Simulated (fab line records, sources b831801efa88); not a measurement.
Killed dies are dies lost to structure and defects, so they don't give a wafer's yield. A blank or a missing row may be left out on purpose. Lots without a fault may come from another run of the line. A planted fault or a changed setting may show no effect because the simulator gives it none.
fab line records | flow sky130
record lots=13 wafers=39 last_day=50
route steps=708 shown VT_ADJUST_HVTR@141 SONOS_ONO@169 PAD_OPEN@708
lots that met no fault: from a run of the same line without faults
start_h: hours from the record's first day to the start of the lot's first wafer shown | wait_h: hours since the lot's step before | " the same as in the row above | L1.1+2: a row that stands for several wafers | - no value, or no start given | * or withheld: withheld | < > ~ a bound
route shown NAME@n: a module of which the file shows steps, and the number in the route of the first | usual: mean/standard deviation of fault-free wafers | same: alike in all rows | chamber/n: place in a boat | sites: the reading at each site | _std_site: their standard deviation | _edge_site: outer sites' mean less inner sites' | radius_mm: how far each site lies from the wafer's centre | mask NAME#n: copy n | behind: the tool/chamber that last shaped the wafer | hold: why the lot was held/for how many hours/how that ended | device: the transistor (n, p or np) that didn't switch | end of line: the same wafers' tests at the end of the route | a step without rows: its recipe alone | killed: dies lost to structure and defects at the first sort, not the wafer's yield | map: a wafer's dies, x killed, . not, _ none there
set.NAME: the setting as run; set.NAME@STEP: as run at that earlier step | model.NAME: the simulator's own value behind a step, which no gauge read
steps of the route over a sample of lots; a table a step, a row a wafer
services: from which hour (start_h, from the record's first day; less than 0 if before it) a tool's chamber was out of use, for how many hours, and why
## steps
# step SKY_VT_ADJUST_HVTR_STRIP_10
# recipe chemistry=O2/N2 power_w=1400 pressure_mtorr=1500 platen_temp_c=withheld o2_flow_sccm=3000 n2_flow_sccm=300 overash_fraction=0.5
# usual drypump_motor_current_A=5.6/0.43 oes_product_au=0.715/0.0046 strip_time_to_endpoint_s=14.18/0.045
# same overash_fraction=0.5
# columns lot.wafer tool chamber start_h wait_h drypump_motor_current_A oes_product_au rf_hours_counter_h strip_time_to_endpoint_s
L390.2 plasma_asher-02 1 206.27 0.1 5.9 0.711 9 14.18
L390.3 " 0 " " 5.9 0.721 - 14.18
L390.6 " 0 " " 5.9 0.713 - 14.11
L391.1 plasma_asher-02 1 210.07 0.1 5.9 0.718 9 14.09
L391.2 " 0 " " 5.9 0.715 9 14.05
L391.3 " 0 " " 5.9 0.713 - 14.14
L392.2 plasma_asher-02 0 221.47 0.1 5.9 0.719 10 14.16
L392.4 " 1 " " 5.9 0.712 - 14.11
L392.5 " 0 " " 5.9 0.714 - 14.17
L393.2 plasma_asher-01 1 229.27 0.1 5.2 0.718 46 14.26
L393.3 " 1 " " 5.2 0.718 - 14.27
L393.6 " 1 " " 5.2 0.716 - 14.28
L396.2 plasma_asher-04 1 254.39 0.1 6.5 0.716 56 14.26
L396.4 " 1 " " 6.5 0.709 - 14.22
L396.6 " 1 " " 6.4 0.709 - 14.20
L400.4 plasma_asher-04 0 283.78 0.1 5.2 0.718 - 14.16
L400.5 " 0 " " 5.2 0.719 - 14.17
L400.6 " 1 " " 6.4 0.720 - 14.22
L401.1 plasma_asher-02 1 284.07 0.1 5.9 0.711 16 14.23
L401.2 " 0 " " 5.9 0.710 16 14.23
L401.5 " 0 " " 5.9 0.704 - 14.26
L402.3 plasma_asher-01 0 292.86 0.1 5.5 0.708 - 14.19
L402.5 " 0 " " 5.5 0.712 - 14.21
L402.6 " 1 " " 5.2 0.722 - 14.20
L404.1 plasma_asher-01 1 302.47 0.1 5.2 0.718 53 14.17
L404.2 " 0 " " 5.5 0.715 53 14.17
L404.5 " 0 " " 5.5 0.721 - 14.19
L405.1 plasma_asher-01 1 310.67 0.1 5.2 0.721 54 14.28
L405.5 " 0 " " 5.5 0.712 - 14.21
L405.6 " 1 " " 5.1 0.714 - 14.23
L406.1 plasma_asher-04 1 323.97 0.1 6.5 0.705 63 14.14
L406.5 " 1 " " 6.5 0.714 - 14.16
L406.6 " 0 " " 5.2 0.717 - 14.15
L409.1 plasma_asher-01 0 346.26 0.1 5.5 0.715 57 14.16
L409.2 " 1 " " 5.2 0.712 57 14.14
L409.4 " 0 " " 5.6 0.709 - 14.13
L413.3 plasma_asher-04 1 375.78 0.1 6.5 0.723 - 14.19
L413.4 " 0 " " 5.2 0.724 - 14.21
L413.5 " 0 " " 5.1 0.707 - 14.20
# step SKY_SONOS_ONO_THK_MEAS_01
# recipe reads=SiO2_of_SONOS_ONO_OXIDATION_00
# usual SONOS_ONO_OXIDATION_THK=2.59/0.05
# columns lot.wafer tool chamber start_h wait_h SONOS_ONO_OXIDATION_THK[nm]
L390.2 film_metro-02 - 253.04 0.0 2.50
L390.3 " - " " 2.60
L390.6 " - " " 2.51
L391.1 film_metro-04 - 258.49 0.0 2.66
L391.2 " - " " 2.68
L391.3 " - " " 2.60
L392.2 film_metro-04 - 269.51 0.0 2.64
L392.4 " - " " 2.60
L392.5 " - " " 2.55
L393.2 film_metro-04 - 283.36 0.1 2.64
L393.3 " - " " 2.68
L393.6 " - " " 2.61
L396.2 film_metro-01 - 306.19 0.0 2.57
L396.4 " - " " 2.54
L396.6 " - " " 2.54
L401.1 film_metro-01 - 337.98 0.0 2.62
L401.2 " - " " 2.57
L401.5 " - " " 2.60
L400.4 film_metro-04 - 338.01 0.0 2.66
L400.5 " - " " 2.64
L400.6 " - " " 2.64
L402.3 film_metro-04 - 349.12 0.0 2.53
L402.5 " - " " 2.53
L402.6 " - " " 2.55
L404.1 film_metro-02 - 358.20 0.0 2.56
L404.2 " - " " 2.55
L404.5 " - " " 2.57
L405.1 film_metro-01 - 368.28 0.0 2.54
L405.5 " - " " 2.54
L405.6 " - " " 2.58
L406.1 film_metro-02 - 380.74 0.0 2.53
L406.5 " - " " 2.48
L406.6 " - " " 2.58
L409.1 film_metro-01 - 405.22 0.0 2.60
L409.2 " - " " 2.54
L409.4 " - " " 2.53
L413.3 film_metro-04 - 439.90 0.0 2.52
L413.4 " - " " 2.56
L413.5 " - " " 2.49
# step SKY_SONOS_ONO_THK_MEAS_05
# recipe reads=SiO2_of_SONOS_ONO_CVD_04
# usual SONOS_ONO_CVD_04_THK=5.58/0.11
# columns lot.wafer tool chamber start_h wait_h SONOS_ONO_CVD_04_THK[nm]
L390.2 film_metro-02 - 257.08 0.0 5.62
L390.3 " - " " 5.65
L390.6 " - " " 5.61
L391.1 film_metro-02 - 264.26 0.0 5.70
L391.2 " - " " 5.72
L391.3 " - " " 5.68
L392.2 film_metro-01 - 272.55 0.0 5.59
L392.4 " - " " 5.54
L392.5 " - " " 5.55
L393.2 film_metro-02 - 288.40 0.0 5.36
L393.3 " - " " 5.41
L393.6 " - " " 5.40
L396.2 film_metro-01 - 310.55 0.0 5.45
L396.4 " - " " 5.51
L396.6 " - " " 5.56
L400.4 film_metro-01 - 341.42 0.0 5.67
L400.5 " - " " 5.77
L400.6 " - " " 5.74
L401.1 film_metro-01 - 342.64 0.0 5.57
L401.2 " - " " 5.71
L401.5 " - " " 5.57
L402.3 film_metro-02 - 355.94 0.0 5.68
L402.5 " - " " 5.65
L402.6 " - " " 5.66
L404.1 film_metro-04 - 361.32 0.0 5.65
L404.2 " - " " 5.79
L404.5 " - " " 5.74
L405.1 film_metro-04 - 371.46 0.0 5.52
L405.5 " - " " 5.63
L405.6 " - " " 5.50
L406.1 film_metro-02 - 383.56 0.0 5.56
L406.5 " - " " 5.72
L406.6 " - " " 5.66
L409.1 film_metro-02 - 408.17 0.0 5.70
L409.2 " - " " 5.67
L409.4 " - " " 5.79
L413.3 film_metro-02 - 442.32 0.0 5.51
L413.4 " - " " 5.52
L413.5 " - " " 5.50
# step SKY_SONOS_ONO_WET_ETCH_16
# recipe chemistry=dHF target_depth_nm=14 dry=n2_spin target=SiO2 dilution=100:1 temp_c=25 time_s=280
# usual run_length_s=306.1/2.3
# columns lot.wafer tool chamber start_h wait_h run_length_s
L390.2 wet_bench-01 1 281.83 0.0 307.3
L390.3 " 1 " " 307.3
L390.6 " 1 " " 307.3
L391.1 wet_bench-04 1 287.69 0.0 305.1
L391.2 " 1 " " 305.1
L391.3 " 1 " " 305.1
L392.2 wet_bench-01 1 297.14 0.0 307.7
L392.4 " 1 " " 307.7
L392.5 " 1 " " 307.7
L393.2 wet_bench-02 2 312.64 0.0 304.7
L393.3 " 2 " " 304.7
L393.6 " 2 " " 304.7
L396.2 wet_bench-02 0 336.38 0.0 305.8
L396.4 " 0 " " 305.8
L396.6 " 0 " " 305.8
L400.4 wet_bench-01 3 368.98 0.0 295.3
L400.5 " 3 " " 295.3
L400.6 " 3 " " 295.3
L401.1 wet_bench-01 2 372.94 0.0 296.8
L401.2 " 2 " " 296.8
L401.5 " 2 " " 296.8
L402.3 wet_bench-02 0 383.14 0.0 304.7
L402.5 " 0 " " 304.7
L402.6 " 0 " " 304.7
L404.1 wet_bench-02 3 390.22 0.0 306.6
L404.2 " 3 " " 306.6
L404.5 " 3 " " 306.6
L405.1 wet_bench-02 0 399.43 0.0 305.6
L405.5 " 0 " " 305.6
L405.6 " 0 " " 305.6
L406.1 wet_bench-04 3 413.67 0.0 304.7
L406.5 " 3 " " 304.7
L406.6 " 3 " " 304.7
L409.1 wet_bench-02 2 438.59 0.0 304.8
L409.2 " 2 " " 304.8
L409.4 " 2 " " 304.8
L413.3 wet_bench-01 2 472.59 0.0 306.3
L413.4 " 2 " " 306.3
L413.5 " 2 " " 306.3
# step SKY_PAD_OPEN_PROBE_99
# usual killed_at_M0_to_M3=43/6.8 killed_at_M4_up=3.1/1.6 killed_at_contacts=24/5.4 killed_at_front_end=16/4.4 killed_at_other=0.2/0.48 killed_dies=87/8.8 killed_on_rim=17/3.4 killed_open=48/6.4 killed_short=39/6.2
# same gross_dies=492 killed_at_back_side=0
# columns lot.wafer tool chamber start_h wait_h killed_at_M0_to_M3 killed_at_M4_up killed_at_contacts killed_at_front_end killed_at_other killed_dies killed_on_rim killed_open killed_short
L390.2 prober-01 - 1078.51 0.1 36 1 26 15 0 78 19 46 32
L390.3 prober-01 - 1078.56 0.2 35 2 24 19 0 80 16 48 32
L390.6 prober-01 - 1078.71 0.2 27 4 27 18 0 76 20 37 39
L391.1 prober-02 - 1084.24 0.1 43 1 21 18 0 83 20 54 29
L391.2 prober-02 - 1084.29 0.1 46 5 31 8 0 90 18 50 40
L391.3 prober-02 - 1084.34 0.2 36 1 23 20 1 81 16 45 36
L392.2 prober-01 - 1088.93 0.1 41 3 24 12 1 81 17 38 43
L392.4 prober-01 - 1089.03 0.2 39 1 29 18 0 87 14 53 34
L392.5 prober-01 - 1089.08 0.2 40 4 28 12 1 85 23 52 33
L393.2 prober-02 - 1101.17 0.1 41 3 18 11 0 73 13 41 32
L393.3 prober-02 - 1101.22 0.2 61 3 19 14 0 97 18 48 49
L393.6 prober-02 - 1101.37 0.2 49 1 22 17 0 89 18 54 35
L396.2 prober-01 - 1122.86 0.1 56 1 19 20 0 96 19 55 41
L396.4 prober-01 - 1122.96 0.2 35 3 19 16 0 73 21 42 31
L396.6 prober-01 - 1123.06 0.2 46 2 11 18 1 78 19 36 42
L400.4 prober-01 - 1141.73 0.2 44 1 25 13 0 83 18 50 33
L400.5 prober-01 - 1141.78 0.2 59 4 32 22 0 117 23 61 56
L400.6 prober-01 - 1141.83 0.2 51 3 24 28 0 106 21 61 45
L401.1 prober-02 - 1145.57 0.1 47 2 25 19 0 93 16 49 44
L401.2 prober-02 - 1145.62 0.1 49 4 31 16 1 101 17 58 43
L401.5 prober-02 - 1145.77 0.2 45 4 24 12 0 85 16 40 45
L402.3 prober-01 - 1149.15 0.2 37 0 24 25 0 86 15 47 39
L402.5 prober-01 - 1149.25 0.2 44 3 28 16 0 91 15 58 33
L402.6 prober-01 - 1149.30 0.2 38 3 24 11 0 76 14 43 33
L404.1 prober-01 - 1157.82 0.1 42 3 30 16 0 91 16 55 36
L404.2 prober-01 - 1157.87 0.1 42 7 25 16 0 90 23 44 46
L404.5 prober-01 - 1158.02 0.2 53 2 28 12 0 95 22 52 43
L405.1 prober-02 - 1159.23 0.1 41 4 26 18 0 89 15 41 48
L405.5 prober-02 - 1159.43 0.2 40 6 27 19 0 92 19 42 50
L405.6 prober-02 - 1159.48 0.2 51 3 17 17 0 88 18 46 42
L406.1 prober-01 - 1172.28 0.1 39 2 21 15 1 78 15 44 34
L406.5 prober-01 - 1172.48 0.2 50 3 24 9 0 86 14 54 32
L406.6 prober-01 - 1172.53 0.2 51 3 14 12 0 80 13 48 32
L409.1 prober-02 - 1185.07 0.1 51 3 21 12 0 87 17 44 43
L409.2 prober-02 - 1185.12 0.1 42 2 19 17 0 80 18 46 34
L409.4 prober-02 - 1185.22 0.2 38 3 24 15 0 80 18 39 41
L413.3 prober-02 - 1202.24 0.2 46 0 16 14 0 76 13 46 30
L413.4 prober-02 - 1202.29 0.2 36 2 30 15 0 83 14 47 36
L413.5 prober-02 - 1202.34 0.2 44 5 36 23 0 108 19 50 58
# killed by level:class
L390.2 LI_CONTACT:geometric_particle:open=12 VIA3:geometric_particle:open=8 CONTACT:geometric_particle:open=7 FIELD_ISO:geometric_particle:short=6 VIA2:geometric_particle:open=6 VIA1:geometric_particle:open=5 METAL2:geometric_particle:short=5 VIA1:geometric_particle:short=4
L390.3 CONTACT:geometric_particle:open=11 VIA3:geometric_particle:open=9 FIELD_ISO:geometric_particle:short=8 LI_CONTACT:geometric_particle:open=6 VIA1:geometric_particle:open=6 FIELD_ISO:geometric_particle:open=5 VIA1:geometric_particle:short=5 CONTACT:geometric_particle:short=4
L390.6 CONTACT:geometric_particle:open=9 LI_CONTACT:geometric_particle:open=6 VIA3:geometric_particle:open=6 FIELD_ISO:geometric_particle:short=5 LOCAL_INTERCONNECT:geometric_particle:short=5 LI_CONTACT:geometric_particle:short=5 METAL2:geometric_particle:short=5 POLY_GATE:geometric_particle:open=4
L391.1 VIA1:geometric_particle:open=15 LI_CONTACT:geometric_particle:open=9 VIA2:geometric_particle:open=7 FIELD_ISO:geometric_particle:open=4 METAL2:geometric_particle:short=4 CONTACT:geometric_particle:open=4 VIA1:geometric_particle:short=4 VIA3:geometric_particle:short=4
L391.2 VIA1:geometric_particle:open=14 CONTACT:geometric_particle:open=12 LI_CONTACT:geometric_particle:open=10 VIA1:geometric_particle:short=6 VIA2:geometric_particle:open=6 METAL3:geometric_particle:short=5 LOCAL_INTERCONNECT:geometric_particle:short=4 METAL2:geometric_particle:short=4
L391.3 LI_CONTACT:geometric_particle:open=9 CONTACT:geometric_particle:open=9 VIA1:geometric_particle:open=7 VIA1:geometric_particle:short=7 METAL1:geometric_particle:short=6 FIELD_ISO:geometric_particle:short=4 POLY_GATE:geometric_particle:open=4 POLY_GATE:geometric_particle:short=4
L392.2 VIA2:geometric_particle:short=8 CONTACT:geometric_particle:open=8 METAL1:geometric_particle:short=8 VIA1:geometric_particle:open=7 LI_CONTACT:geometric_particle:open=7 VIA3:geometric_particle:open=6 POLY_GATE:geometric_particle:open=5 CONTACT:geometric_particle:short=5
L392.4 VIA1:geometric_particle:open=12 LOCAL_INTERCONNECT:geometric_particle:short=7 VIA3:geometric_particle:open=6 POLY_GATE:geometric_particle:open=6 CONTACT:geometric_particle:open=6 LI_CONTACT:geometric_particle:open=6 CONTACT:geometric_particle:short=6 VIA2:geometric_particle:open=6
L392.5 LI_CONTACT:geometric_particle:open=11 CONTACT:geometric_particle:open=9 VIA3:geometric_particle:open=7 VIA2:geometric_particle:open=7 VIA2:geometric_particle:short=6 VIA1:geometric_particle:open=6 METAL1:geometric_particle:short=5 FIELD_ISO:geometric_particle:open=4
L393.2 VIA1:geometric_particle:open=9 VIA2:geometric_particle:open=8 LI_CONTACT:geometric_particle:open=6 VIA3:geometric_particle:open=6 LOCAL_INTERCONNECT:geometric_particle:short=5 VIA1:geometric_particle:short=4 POLY_GATE:geometric_particle:open=3 POLY_GATE:geometric_particle:short=3
L393.3 VIA1:geometric_particle:open=14 METAL2:geometric_particle:short=12 METAL1:geometric_particle:short=10 VIA3:geometric_particle:open=7 LI_CONTACT:geometric_particle:open=7 CONTACT:geometric_particle:short=5 VIA2:geometric_particle:short=5 FIELD_ISO:geometric_particle:open=4
L393.6 VIA1:geometric_particle:open=12 CONTACT:geometric_particle:open=10 POLY_GATE:geometric_particle:open=9 VIA1:geometric_particle:short=9 METAL1:geometric_particle:short=7 VIA2:geometric_particle:open=6 LI_CONTACT:geometric_particle:open=5 VIA3:geometric_particle:short=4
L396.2 VIA1:geometric_particle:open=17 VIA2:geometric_particle:open=10 CONTACT:geometric_particle:short=7 VIA2:geometric_particle:short=6 FIELD_ISO:geometric_particle:open=5 POLY_GATE:geometric_particle:open=5 CONTACT:geometric_particle:open=5 METAL1:geometric_particle:short=5
L396.4 CONTACT:geometric_particle:open=9 VIA1:geometric_particle:open=7 POLY_GATE:geometric_particle:short=6 VIA3:geometric_particle:open=6 LI_CONTACT:geometric_particle:open=5 VIA2:geometric_particle:open=5 VIA2:geometric_particle:short=5 FIELD_ISO:geometric_particle:short=4
L396.6 VIA2:geometric_particle:open=9 VIA1:geometric_particle:open=7 METAL2:geometric_particle:short=6 METAL1:geometric_particle:short=6 FIELD_ISO:geometric_particle:short=5 POLY_GATE:geometric_particle:open=5 VIA3:geometric_particle:short=5 FIELD_ISO:geometric_particle:open=4
L400.4 CONTACT:geometric_particle:open=10 VIA2:geometric_particle:open=9 VIA1:geometric_particle:open=9 METAL1:geometric_particle:short=6 VIA3:geometric_particle:open=6 LI_CONTACT:geometric_particle:open=5 LOCAL_INTERCONNECT:geometric_particle:short=5 FIELD_ISO:geometric_particle:short=4
L400.5 LI_CONTACT:geometric_particle:open=13 METAL1:geometric_particle:short=12 VIA1:geometric_particle:open=11 CONTACT:geometric_particle:open=9 VIA2:geometric_particle:open=9 VIA1:geometric_particle:short=8 POLY_GATE:geometric_particle:open=8 POLY_GATE:geometric_particle:short=7
L400.6 VIA1:geometric_particle:open=10 CONTACT:geometric_particle:open=7 VIA2:geometric_particle:open=7 VIA3:geometric_particle:open=7 FIELD_ISO:geometric_particle:open=6 POLY_GATE:geometric_particle:short=6 LOCAL_INTERCONNECT:geometric_particle:short=6 LI_CONTACT:geometric_particle:open=5
L401.1 VIA1:geometric_particle:open=10 VIA1:geometric_particle:short=9 CONTACT:geometric_particle:open=8 FIELD_ISO:geometric_particle:short=7 LI_CONTACT:geometric_particle:open=7 VIA2:geometric_particle:open=7 VIA3:geometric_particle:open=7 LOCAL_INTERCONNECT:geometric_particle:short=5
L401.2 LI_CONTACT:geometric_particle:open=12 VIA1:geometric_particle:open=12 VIA3:geometric_particle:open=8 CONTACT:geometric_particle:open=7 VIA2:geometric_particle:open=7 LOCAL_INTERCONNECT:geometric_particle:short=6 CONTACT:geometric_particle:short=6 METAL1:geometric_particle:short=5
L401.5 CONTACT:geometric_particle:open=10 VIA1:geometric_particle:open=10 METAL1:geometric_particle:short=9 LI_CONTACT:geometric_particle:open=7 VIA1:geometric_particle:short=6 METAL2:geometric_particle:short=5 VIA2:geometric_particle:open=5 FIELD_ISO:geometric_particle:short=4
L402.3 VIA1:geometric_particle:open=7 VIA2:geometric_particle:open=7 VIA3:geometric_particle:open=7 CONTACT:geometric_particle:short=6 FIELD_ISO:geometric_particle:short=5 POLY_GATE:geometric_particle:short=5 LI_CONTACT:geometric_particle:open=5 CONTACT:geometric_particle:open=5
L402.5 CONTACT:geometric_particle:open=13 VIA1:geometric_particle:open=11 VIA2:geometric_particle:open=11 METAL2:geometric_particle:short=7 LI_CONTACT:geometric_particle:open=7 FIELD_ISO:geometric_particle:open=6 METAL1:geometric_particle:short=5 POLY_GATE:geometric_particle:short=4
L402.6 LI_CONTACT:geometric_particle:open=7 CONTACT:geometric_particle:open=7 VIA1:geometric_particle:open=7 CONTACT:geometric_particle:short=6 METAL2:geometric_particle:short=6 VIA3:geometric_particle:open=6 VIA2:geometric_particle:short=5 VIA2:geometric_particle:open=5
L404.1 VIA1:geometric_particle:open=13 CONTACT:geometric_particle:open=11 CONTACT:geometric_particle:short=8 FIELD_ISO:geometric_particle:open=7 VIA3:geometric_particle:open=7 LOCAL_INTERCONNECT:geometric_particle:short=5 LI_CONTACT:geometric_particle:open=4 VIA2:geometric_particle:open=4
L404.2 VIA3:geometric_particle:open=9 CONTACT:geometric_particle:open=8 FIELD_ISO:geometric_particle:short=7 VIA1:geometric_particle:open=7 LI_CONTACT:geometric_particle:open=5 METAL1:geometric_particle:short=5 VIA2:geometric_particle:open=5 METAL4:geometric_particle:short=5
L404.5 VIA1:geometric_particle:open=15 LI_CONTACT:geometric_particle:open=9 VIA2:geometric_particle:open=8 CONTACT:geometric_particle:open=6 CONTACT:geometric_particle:short=6 VIA3:geometric_particle:short=5 METAL2:geometric_particle:short=5 VIA2:geometric_particle:short=5
L405.1 CONTACT:geometric_particle:open=10 FIELD_ISO:geometric_particle:short=8 METAL1:geometric_particle:short=6 VIA1:geometric_particle:short=6 VIA3:geometric_particle:open=6 VIA1:geometric_particle:open=5 METAL2:geometric_particle:short=5 VIA2:geometric_particle:open=5
L405.5 CONTACT:geometric_particle:short=10 CONTACT:geometric_particle:open=9 METAL1:geometric_particle:short=9 VIA1:geometric_particle:open=8 POLY_GATE:geometric_particle:open=6 POLY_GATE:geometric_particle:short=6 LI_CONTACT:geometric_particle:open=5 VIA1:geometric_particle:short=5
L405.6 VIA1:geometric_particle:open=16 VIA3:geometric_particle:open=9 LOCAL_INTERCONNECT:geometric_particle:short=5 VIA3:geometric_particle:short=5 VIA2:geometric_particle:open=5 POLY_GATE:geometric_particle:open=4 POLY_GATE:geometric_particle:short=4 CONTACT:geometric_particle:short=4
L406.1 CONTACT:geometric_particle:open=10 VIA1:geometric_particle:open=7 LI_CONTACT:geometric_particle:open=6 METAL1:geometric_particle:short=6 VIA3:geometric_particle:open=6 VIA2:geometric_particle:open=5 POLY_GATE:geometric_particle:open=4 VIA1:geometric_particle:short=4
L406.5 VIA1:geometric_particle:open=14 VIA3:geometric_particle:open=12 LI_CONTACT:geometric_particle:open=10 CONTACT:geometric_particle:open=5 METAL1:geometric_particle:short=5 VIA1:geometric_particle:short=5 FIELD_ISO:geometric_particle:open=4 LOCAL_INTERCONNECT:geometric_particle:short=4
L406.6 VIA1:geometric_particle:open=11 VIA2:geometric_particle:open=10 LI_CONTACT:geometric_particle:open=6 VIA3:geometric_particle:short=6 CONTACT:geometric_particle:open=6 FIELD_ISO:geometric_particle:open=5 METAL1:geometric_particle:short=4 METAL2:geometric_particle:short=4
L409.1 VIA2:geometric_particle:open=11 VIA3:geometric_particle:open=7 CONTACT:geometric_particle:open=7 VIA1:geometric_particle:open=7 METAL2:geometric_particle:short=6 METAL1:geometric_particle:short=6 LOCAL_INTERCONNECT:geometric_particle:short=5 CONTACT:geometric_particle:short=4
L409.2 METAL1:geometric_particle:short=10 LI_CONTACT:geometric_particle:open=9 VIA1:geometric_particle:open=7 FIELD_ISO:geometric_particle:open=5 CONTACT:geometric_particle:open=5 VIA3:geometric_particle:open=5 FIELD_ISO:geometric_particle:short=4 POLY_GATE:geometric_particle:short=4
L409.4 LI_CONTACT:geometric_particle:open=8 METAL2:geometric_particle:short=8 LOCAL_INTERCONNECT:geometric_particle:short=6 VIA3:geometric_particle:open=6 CONTACT:geometric_particle:short=6 VIA1:geometric_particle:open=5 VIA2:geometric_particle:open=5 METAL1:geometric_particle:short=4
L413.3 VIA1:geometric_particle:open=12 CONTACT:geometric_particle:open=9 VIA2:geometric_particle:short=7 METAL1:geometric_particle:short=6 VIA2:geometric_particle:open=6 FIELD_ISO:geometric_particle:open=4 LI_CONTACT:geometric_particle:open=4 METAL2:geometric_particle:short=4
L413.4 VIA1:geometric_particle:open=10 CONTACT:geometric_particle:open=9 VIA2:geometric_particle:open=7 LI_CONTACT:geometric_particle:short=6 LI_CONTACT:geometric_particle:open=6 VIA1:geometric_particle:short=6 CONTACT:geometric_particle:short=4 FIELD_ISO:geometric_particle:short=3
L413.5 VIA1:geometric_particle:open=14 CONTACT:geometric_particle:open=14 METAL1:geometric_particle:short=9 CONTACT:geometric_particle:short=7 VIA1:geometric_particle:short=7 LOCAL_INTERCONNECT:geometric_particle:short=6 FIELD_ISO:geometric_particle:short=4 POLY_GATE:geometric_particle:short=4
## services
# columns tool chamber start_h hours kind
plasma_asher-02 - 193.56 0.6 repair
plasma_asher-04 - 201.56 1.4 repair
plasma_asher-04 - 205.25 5.7 repair
wet_bench-04 - 246.28 4.4 pm
wet_bench-02 - 300.57 2.0 repair
plasma_asher-01 - 374.71 0.4 repair
plasma_asher-02 - 378.76 2.0 repair
plasma_asher-02 - 457.38 2.8 pm
## key
first_sign step=SKY_SONOS_ONO_WET_ETCH_16 reading=run_length_s direction=down sigmas=4.4 usual=* struck=*
effect none on later readings
met_at SKY_SONOS_ONO_WET_ETCH_16
struck_lots L400,L401
tester_left_out L400,L401
not_acting_at SKY_VT_ADJUST_HVTR_STRIP_10,SKY_SONOS_ONO_THK_MEAS_01,SKY_SONOS_ONO_THK_MEAS_05
onset_between 297.14 368.98
fault kind=process_parameter_drift tool=wet_bench-01 chamber=- onset_h=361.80 steps=SKY_SONOS_ONO_WET_ETCH_16 channel=time_s offset=* shape=step end_h=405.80 acts_in=* stated=*
# tester_left_out: of these lots the tester's yield and bins aren't shown, on N5 and GAA mostly nor the transistor test; their killed dies are dies lost to structure and defects alone, not to doping, threshold or leakage, so they don't give the yield
